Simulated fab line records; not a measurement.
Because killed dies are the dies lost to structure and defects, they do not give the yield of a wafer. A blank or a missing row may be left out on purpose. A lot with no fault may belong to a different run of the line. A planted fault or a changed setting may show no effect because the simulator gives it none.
Which tool did it? ; flow gf180mcu ; 14 lots with 42 wafers sampled at 4 steps, on a route of 602 steps

== WHAT THE GAUGES SHOWED, per wafer ==
GF_SAB_OVL_MEAS_10.
lot;measured;on;SAB_OVL (nm)
L975;day 15 05:58;overlay-01;0.6 1.4 -1.0
L976;day 15 12:40;overlay-01;-1.0 -3.2 -1.5
L977;day 15 23:40;overlay-02;1.1 -1.4 0.0
L978;day 16 04:39;overlay-02;0.2 -0.2 -0.3
L979;day 16 17:28;overlay-02;0.0 -1.5 1.1
L981;day 17 08:36;overlay-01;-1.3 0.1 1.2
L988;day 20 00:14;overlay-01;0.3 -1.3 -0.7
L990;day 20 14:43;overlay-02;0.1 1.1 -0.4
L991;day 21 03:44;overlay-01;1.3 -0.6 0.0
L993;day 21 19:26;overlay-01;0.1 -0.2 0.4
L995;day 22 08:35;overlay-01;-0.4 -0.8 -1.7
L996;day 22 17:41;overlay-02;0.5 0.1 0.7
L997;day 22 19:11;overlay-01;-0.9 -1.7 -2.0
L998;day 23 06:24;overlay-02;-0.6 0.6 0.4

GF_SALICIDE_THK_MEAS_05: measures by xrf.
lot;measured;on;SALICIDE_TIN_THK (nm)
L975;day 15 06:31;film-metro-04;19.87 19.31 19.54
L976;day 15 13:13;film-metro-02;20.01 19.85 19.66
L977;day 16 00:14;film-metro-04;19.44 19.50 19.88
L978;day 16 05:13;film-metro-04;20.17 19.71 19.67
L979;day 16 18:02;film-metro-04;19.60 19.60 19.91
L981;day 17 09:10;film-metro-03;19.38 19.68 19.77
L988;day 20 00:48;film-metro-04;19.72 19.59 19.68
L990;day 20 15:16;film-metro-02;19.61 19.87 20.01
L991;day 21 04:18;film-metro-02;19.97 20.04 20.01
L993;day 21 20:01;film-metro-03;19.24 19.49 19.23
L995;day 22 09:08;film-metro-04;19.73 19.70 19.73
L996;day 22 18:14;film-metro-03;19.68 19.35 19.66
L997;day 22 19:44;film-metro-02;20.26 19.70 19.69
L998;day 23 06:56;film-metro-03;19.55 19.63 19.72

GF_CONTACT_THK_MEAS_01.
lot;measured;on;CONTACT_CVD_00_THK (nm)
L975;day 15 06:55;film-metro-01;294 299 298
L976;day 15 13:43;film-metro-03;290 300 295
L977;day 16 00:38;film-metro-01;299 293 297
L978;day 16 05:37;film-metro-01;298 296 295
L979;day 16 18:25;film-metro-01;293 295 293
L981;day 17 09:34;film-metro-04;299 298 300
L988;day 20 01:18;film-metro-03;291 294 295
L990;day 20 15:39;film-metro-03;297 296 301
L991;day 21 04:43;film-metro-03;302 303 302
L993;day 21 20:25;film-metro-04;301 303 301
L995;day 22 09:33;film-metro-04;299 300 303
L996;day 22 18:39;film-metro-04;302 299 302
L997;day 22 20:09;film-metro-01;304 301 299
L998;day 23 07:20;film-metro-03;299 294 295

== TOOL THAT RAN EACH LOT (tool first, then ch and the chambers of the sampled wafers, then the start) ==
lot;GF_SAB_WET_ETCH_12
L975;wet-bench-01 ch 0, day 15 06:01
L976;wet-bench-01 ch 1, day 15 12:43
L977;wet-bench-02 ch 2, day 15 23:43
L978;wet-bench-02 ch 1, day 16 04:43
L979;wet-bench-02 ch 1, day 16 17:31
L981;wet-bench-02 ch 3, day 17 08:39
L988;wet-bench-02 ch 0, day 20 00:18
L990;wet-bench-02 ch 3, day 20 14:46
L991;wet-bench-03 ch 2, day 21 03:48
L993;wet-bench-03 ch 3, day 21 19:30
L995;wet-bench-01 ch 1, day 22 08:39
L996;wet-bench-02 ch 3, day 22 17:45
L997;wet-bench-01 ch 1, day 22 19:15
L998;wet-bench-03 ch 1, day 23 06:27
- GF_SAB_WET_ETCH_12: etches SiO2 in dHF, target depth 22 nm, time 440 s.

== WHAT THE TOOLS THEMSELVES READ (means of the sampled wafers that have a number; where no wafer has one, the mark that the record gives instead) ==
GF_SAB_WET_ETCH_12.
lot;tool;bath-heat-duty-pct (%);temp-c (C)
L975;wet-bench-01;7.0;25.04
L976;wet-bench-01;5.3;24.98
L977;wet-bench-02;5.9;25.00
L978;wet-bench-02;6.8;24.92
L979;wet-bench-02;0.0;15.90
L981;wet-bench-02;0.0;15.89
L988;wet-bench-02;6.8;24.99
L990;wet-bench-02;6.6;25.02
L991;wet-bench-03;5.4;24.96
L993;wet-bench-03;6.2;25.07
L995;wet-bench-01;5.7;25.04
L996;wet-bench-02;6.6;25.05
L997;wet-bench-01;5.8;25.09
L998;wet-bench-03;5.8;24.88

== THE ANSWER, worked out from the rows above alone ==
Rule: what is usual is taken from the lots themselves. Put in order of their means at a reading, lots are off if they are a third of the lots or fewer, leave a main group of 4 or more, and stand apart from it by a gap of 3 or more times the standard deviation of the main group's means; of several such gaps the widest counts. A main group whose means are all the same, to the digits that the tables above print for the reading, isn't used. A lot without any number at a reading at which 4 lots or more have one is off too. Where the step has rows for the other lots, those lots are counted as sound. After the gauges, taken in route order, come the tools' own readings; for these a lot's mean is taken, as printed above. At the first step where some lot is off, the reading lying furthest off is the one used; lots without a number count as furthest.
Off, at GF_SAB_WET_ETCH_12 on temp-c: L979, L981. The main group: mean 25.00 C, standard deviation 0.059.
A tool fits if, at that step or a process step before it, it ran every lot that is off, and no sound lot after the first of them. None of those tried fits.

== WHAT WAS PUT IN BY THE SIMULATOR ==
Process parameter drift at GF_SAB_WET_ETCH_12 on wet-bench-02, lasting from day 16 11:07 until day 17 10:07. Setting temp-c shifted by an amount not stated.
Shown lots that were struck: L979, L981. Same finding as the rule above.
